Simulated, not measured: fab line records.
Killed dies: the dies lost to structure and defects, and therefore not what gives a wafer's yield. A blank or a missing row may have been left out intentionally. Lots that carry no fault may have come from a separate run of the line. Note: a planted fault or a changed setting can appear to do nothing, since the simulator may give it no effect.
Which of the tools did it? + flow sky130 + 24 lots, 72 wafers sampled, at 5 steps of a route of 708

WHAT THE GAUGES SHOWED, per wafer
SKY_NWELL_OVL_MEAS_10. Usual: NWELL_00_OVL 0.9 nm, standard deviation 1.3.
| lot  | measured     | on         | NWELL_00_OVL (nm) | flag |
|------|--------------|------------|-------------------|------|
| L074 | day 4 12:41  | overlay-01 | 1.6 2.3 1.4       |      |
| L075 | day 4 18:11  | overlay-01 | -0.5 -0.4 0.6     |      |
| L076 | day 5 00:56  | overlay-02 | 2.8 1.5 3.7       |      |
| L077 | day 5 07:20  | overlay-02 | 4.2 4.1 3.4       |      |
| L078 | day 5 11:41  | overlay-01 | 2.8 1.7 1.5       |      |
| L079 | day 5 17:05  | overlay-01 | 1.3 0.4 -0.3      |      |
| L080 | day 5 22:17  | overlay-02 | 2.5 1.4 1.9       |      |
| L081 | day 6 05:31  | overlay-02 | 1.3 2.2 -0.2      |      |
| L082 | day 6 11:32  | overlay-01 | -0.6 -1.9 -0.8    |      |
| L083 | day 6 16:19  | overlay-02 | 0.7 -0.5 1.7      |      |
| L084 | day 6 23:25  | overlay-01 | 0.4 -1.3 -1.8     |      |
| L085 | day 7 04:55  | overlay-02 | 2.3 3.0 2.3       |      |
| L086 | day 7 09:08  | overlay-01 | 1.4 0.8 0.4       |      |
| L087 | day 7 16:16  | overlay-01 | 0.9 1.1 1.3       |      |
| L088 | day 8 01:31  | overlay-02 | 0.0 -0.1 1.7      |      |
| L089 | day 8 07:04  | overlay-01 | 1.3 -0.7 2.2      |      |
| L090 | day 8 10:22  | overlay-01 | 0.3 -0.7 0.9      |      |
| L091 | day 8 16:01  | overlay-01 | 1.0 2.5 2.2       |      |
| L092 | day 8 20:13  | overlay-02 | 0.2 1.2 0.2       |      |
| L093 | day 9 04:53  | overlay-02 | 0.5 1.9 0.4       |      |
| L094 | day 9 08:56  | overlay-01 | 0.2 1.4 -0.3      |      |
| L095 | day 9 14:06  | overlay-02 | 0.1 0.9 0.5       |      |
| L096 | day 9 21:49  | overlay-01 | 0.5 -0.1 -0.4     |      |
| L097 | day 10 04:20 | overlay-02 | 0.2 0.6 0.1       |      |

SKY_VT_ADJUST_PCH_TW_MEAS_10. Usual: VT_ADJUST_PCH_TW 141.9, standard deviation 1.
| lot  | measured     | on           | VT_ADJUST_PCH_TW  | flag |
|------|--------------|--------------|-------------------|------|
| L074 | day 10 05:53 | filmMetro-02 | 142.6 143.0 142.4 |      |
| L075 | day 10 22:33 | filmMetro-03 | 142.2 142.6 141.6 |      |
| L076 | day 10 22:44 | filmMetro-03 | 141.6 142.2 142.7 |      |
| L077 | day 11 08:04 | filmMetro-02 | 141.7 141.9 141.7 |      |
| L078 | day 11 14:00 | filmMetro-01 | 140.6 140.0 140.4 |      |
| L079 | day 11 20:07 | filmMetro-03 | 143.0 142.6 142.5 |      |
| L080 | day 12 03:31 | filmMetro-01 | 140.6 139.5 140.5 |      |
| L081 | day 12 13:28 | filmMetro-02 | 141.8 141.5 141.7 |      |
| L082 | day 12 19:01 | filmMetro-01 | 140.1 140.7 139.9 |      |
| L083 | day 13 03:45 | filmMetro-02 | 141.3 142.0 142.0 |      |
| L084 | day 13 12:37 | filmMetro-01 | 140.2 140.8 139.7 |      |
| L085 | day 13 18:13 | filmMetro-03 | 142.0 141.7 142.0 |      |
| L086 | day 13 23:49 | filmMetro-02 | 142.1 142.1 141.9 |      |
| L087 | day 14 11:25 | filmMetro-03 | 144.0 144.4 143.7 |      |
| L088 | day 14 21:58 | filmMetro-02 | 142.2 142.4 142.2 |      |
| L089 | day 15 07:53 | filmMetro-03 | 141.9 142.5 141.7 |      |
| L090 | day 15 09:51 | filmMetro-01 | 140.8 141.3 141.7 |      |
| L091 | day 15 14:28 | filmMetro-02 | 142.7 144.0 142.5 |      |
| L092 | day 15 22:33 | filmMetro-03 | 142.3 142.0 143.4 |      |
| L093 | day 16 10:01 | filmMetro-03 | 142.8 142.1 142.0 |      |
| L094 | day 16 13:52 | filmMetro-03 | 142.4 142.7 142.8 |      |
| L095 | day 16 22:32 | filmMetro-03 | 142.5 142.6 142.1 |      |
| L096 | day 17 05:52 | filmMetro-02 | 142.4 142.0 141.9 |      |
| L097 | day 17 17:23 | filmMetro-01 | 140.1 140.5 140.0 |      |

SKY_LDD_N_OVL_MEAS_07. Usual: LDD_N_OVL 0.7 nm, standard deviation 1.4.
| lot  | measured     | on         | LDD_N_OVL (nm) | flag |
|------|--------------|------------|----------------|------|
| L074 | day 17 22:14 | overlay-01 | 0.7 -0.6 1.9   |      |
| L075 | day 18 11:25 | overlay-01 | -0.6 -0.5 0.8  |      |
| L076 | day 18 11:59 | overlay-02 | 0.0 1.0 0.8    |      |
| L077 | day 19 02:08 | overlay-02 | 1.0 -0.1 0.3   |      |
| L078 | day 19 02:26 | overlay-01 | 3.0 2.6 2.0    |      |
| L079 | day 19 11:56 | overlay-02 | 1.7 1.0 0.8    |      |
| L080 | day 19 21:14 | overlay-01 | -0.6 -0.3 0.6  |      |
| L081 | day 20 05:02 | overlay-02 | -0.1 -0.4 -0.9 |      |
| L082 | day 20 12:02 | overlay-02 | 3.3 2.8 3.2    |      |
| L083 | day 21 03:23 | overlay-02 | -1.0 0.1 1.1   |      |
| L084 | day 21 15:13 | overlay-02 | 1.0 -3.5 -0.4  |      |
| L085 | day 21 17:49 | overlay-02 | 0.4 0.6 1.3    |      |
| L086 | day 22 12:23 | overlay-01 | 1.5 -0.2 1.8   |      |
| L087 | day 22 21:37 | overlay-01 | 0.4 -0.4 2.2   |      |
| L088 | day 23 01:38 | overlay-01 | 0.6 -0.2 -1.0  |      |
| L089 | day 23 19:25 | overlay-01 | -0.9 0.0 0.5   |      |
| L090 | day 23 18:26 | overlay-01 | 1.0 1.9 -0.9   |      |
| L091 | day 23 16:58 | overlay-01 | 2.6 1.2 0.0    |      |
| L092 | day 25 05:14 | overlay-01 | 0.2 1.7 2.5    |      |
| L093 | day 25 07:44 | overlay-02 | 0.0 1.9 0.8    |      |
| L094 | day 25 07:53 | overlay-01 | 2.8 2.4 2.8    |      |
| L095 | day 25 09:30 | overlay-01 | -0.3 0.6 1.3   |      |
| L096 | day 25 14:53 | overlay-01 | 0.0 -0.1 0.2   |      |
| L097 | day 25 19:08 | overlay-01 | 0.4 2.0 2.8    |      |

SKY_LDD_P_TW_MEAS_11. Usual: LDD_P_TW 635, standard deviation 3.9.
| lot  | measured     | on           | LDD_P_TW    | flag |
|------|--------------|--------------|-------------|------|
| L074 | day 19 03:59 | filmMetro-02 | 636 634 637 |      |
| L075 | day 19 18:58 | filmMetro-03 | 641 634 634 |      |
| L076 | day 19 19:42 | filmMetro-02 | 633 638 631 |      |
| L077 | day 20 10:07 | filmMetro-02 | 629 630 627 |      |
| L078 | day 20 10:25 | filmMetro-02 | 629 629 628 |      |
| L079 | day 20 19:36 | filmMetro-03 | 632 635 632 |      |
| L080 | day 21 06:02 | filmMetro-03 | 632 632 636 |      |
| L081 | day 21 13:25 | filmMetro-04 | 640 639 637 |      |
| L082 | day 21 20:07 | filmMetro-03 | 635 631 636 |      |
| L083 | day 22 11:11 | filmMetro-02 | 632 635 632 |      |
| L084 | day 23 00:01 | filmMetro-02 | 634 632 631 |      |
| L085 | day 23 02:04 | filmMetro-03 | 629 632 632 |      |
| L086 | day 23 20:07 | filmMetro-02 | 636 634 631 |      |
| L087 | day 24 05:40 | filmMetro-02 | 631 630 628 |      |
| L088 | day 24 09:36 | filmMetro-02 | 633 632 633 |      |
| L089 | day 25 03:21 | filmMetro-04 | 636 638 635 |      |
| L090 | day 25 02:08 | filmMetro-04 | 636 639 636 |      |
| L091 | day 25 01:22 | filmMetro-04 | 638 636 635 |      |
| L092 | day 26 11:38 | filmMetro-04 | 639 643 638 |      |
| L093 | day 26 14:22 | filmMetro-04 | 633 639 637 |      |
| L094 | day 26 14:40 | filmMetro-04 | 633 640 642 |      |
| L095 | day 26 15:39 | filmMetro-04 | 636 636 640 |      |
| L096 | day 26 20:58 | filmMetro-04 | 639 636 638 |      |
| L097 | day 27 00:53 | filmMetro-04 | 640 642 644 |      |

WHAT TOOL EACH LOT RAN ON (gives the tool, then ch and the chambers of the sampled wafers, and finally the start)
| lot  | SKY_POLY_GATE_ETCH_16             |
|------|-----------------------------------|
| L074 | rieDiel-03 ch 1,2,3, day 16 11:19 |
| L075 | rieDiel-02 ch 0,1, day 17 00:37   |
| L076 | rieDiel-04 ch 0,1, day 17 00:51   |
| L077 | rieDiel-04 ch 0,1,2, day 17 11:10 |
| L078 | rieDiel-03 ch 1,2, day 17 19:12   |
| L079 | rieDiel-02 ch 1,2,3, day 17 22:54 |
| L080 | rieDiel-04 ch 2,3, day 18 07:28   |
| L081 | rieDiel-02 ch 0,3, day 18 18:40   |
| L082 | rieDiel-04 ch 0,3, day 19 03:13   |
| L083 | rieDiel-02 ch 2,3, day 19 18:45   |
| L084 | rieDiel-04 ch 0,1,3, day 20 06:42 |
| L085 | rieDiel-02 ch 0,2, day 20 08:57   |
| L086 | rieDiel-03 ch 2,3, day 21 04:40   |
| L087 | rieDiel-02 ch 0,2,3, day 21 13:37 |
| L088 | rieDiel-03 ch 0,3, day 21 17:46   |
| L089 | rieDiel-03 ch 1,2, day 22 11:45   |
| L090 | rieDiel-04 ch 0,3, day 22 10:13   |
| L091 | rieDiel-03 ch 2,3, day 22 08:55   |
| L092 | rieDiel-03 ch 1,3, day 23 22:00   |
| L093 | rieDiel-04 ch 1,3, day 24 00:19   |
| L094 | rieDiel-02 ch 0,1,3, day 24 00:37 |
| L095 | rieDiel-03 ch 2,3, day 24 00:40   |
| L096 | rieDiel-03 ch 0,1,3, day 24 07:10 |
| L097 | rieDiel-03 ch 1,2,3, day 24 12:01 |
- SKY_POLY_GATE_ETCH_16: etches Si3N4 in CH3F/O2, stops on poly-Si, time 147.5 s, target depth 75 nm.

WHAT THE TOOLS THEMSELVES READ (means of the sampled wafers that have a number; where no wafer has one, the mark that the record gives instead)
SKY_POLY_GATE_ETCH_16. Usual: drypumpMotorCurrentA 5.5 A, standard deviation 0.56; oesProductAu 0.640 a.u., standard deviation 0.0054; throttleValvePct 10.536 %, standard deviation 0.0096.
| lot  | tool       | drypumpMotorCurrentA (A) | oesProductAu (a.u.) | throttleValvePct (%) | flag |
|------|------------|--------------------------|---------------------|----------------------|------|
| L074 | rieDiel-03 | 5.3                      | 0.639               | 10.533               |      |
| L075 | rieDiel-02 | 5.1                      | 0.643               | 10.534               |      |
| L076 | rieDiel-04 | 6.1                      | 0.640               | 10.534               |      |
| L077 | rieDiel-04 | 6.0                      | 0.641               | 10.542               |      |
| L078 | rieDiel-03 | 5.3                      | 0.642               | 10.540               |      |
| L079 | rieDiel-02 | 5.3                      | 0.638               | 10.531               |      |
| L080 | rieDiel-04 | 6.4                      | 0.646               | 10.529               |      |
| L081 | rieDiel-02 | 4.7                      | 0.642               | 10.534               |      |
| L082 | rieDiel-04 | 6.3                      | 0.646               | 10.538               |      |
| L083 | rieDiel-02 | 5.5                      | 0.639               | 10.544               |      |
| L084 | rieDiel-04 | 6.2                      | 0.643               | 10.525               |      |
| L085 | rieDiel-02 | 5.5                      | 0.642               | 10.531               |      |
| L086 | rieDiel-03 | 5.2                      | 0.638               | 10.528               |      |
| L087 | rieDiel-02 | 5.1                      | 0.643               | 10.533               |      |
| L088 | rieDiel-03 | 5.2                      | 0.642               | 10.538               |      |
| L089 | rieDiel-03 | 5.4                      | 0.638               | 10.543               |      |
| L090 | rieDiel-04 | 6.1                      | 0.639               | 10.547               |      |
| L091 | rieDiel-03 | 5.2                      | 0.639               | 10.537               |      |
| L092 | rieDiel-03 | 5.4                      | 0.641               | 10.553               |      |
| L093 | rieDiel-04 | 6.3                      | 0.637               | 10.537               |      |
| L094 | rieDiel-02 | 4.9                      | 0.635               | 10.538               |      |
| L095 | rieDiel-03 | 5.2                      | 0.637               | 10.538               |      |
| L096 | rieDiel-03 | 5.3                      | 0.647               | 10.532               |      |
| L097 | rieDiel-03 | 5.3                      | 0.639               | 10.532               |      |

THE ANSWER, worked out from the rows above alone
Rule: a lot is off if the mean of its wafers that have a number lies more than 3 standard deviations from the usual mean. A lot without any number at a reading at which 4 lots or more have one is off too. All remaining lots with rows at the step are treated as sound. After the gauges, taken in route order, come the tools' own readings; for these a lot's mean is taken, as printed above. The first step at which some lot is off is used, and at that step the reading that is off furthest; a lot without a number counts as furthest.
Nothing can be told from this: no lot is off at any reading shown.

WHAT HAD BEEN PUT IN BY THE SIMULATOR
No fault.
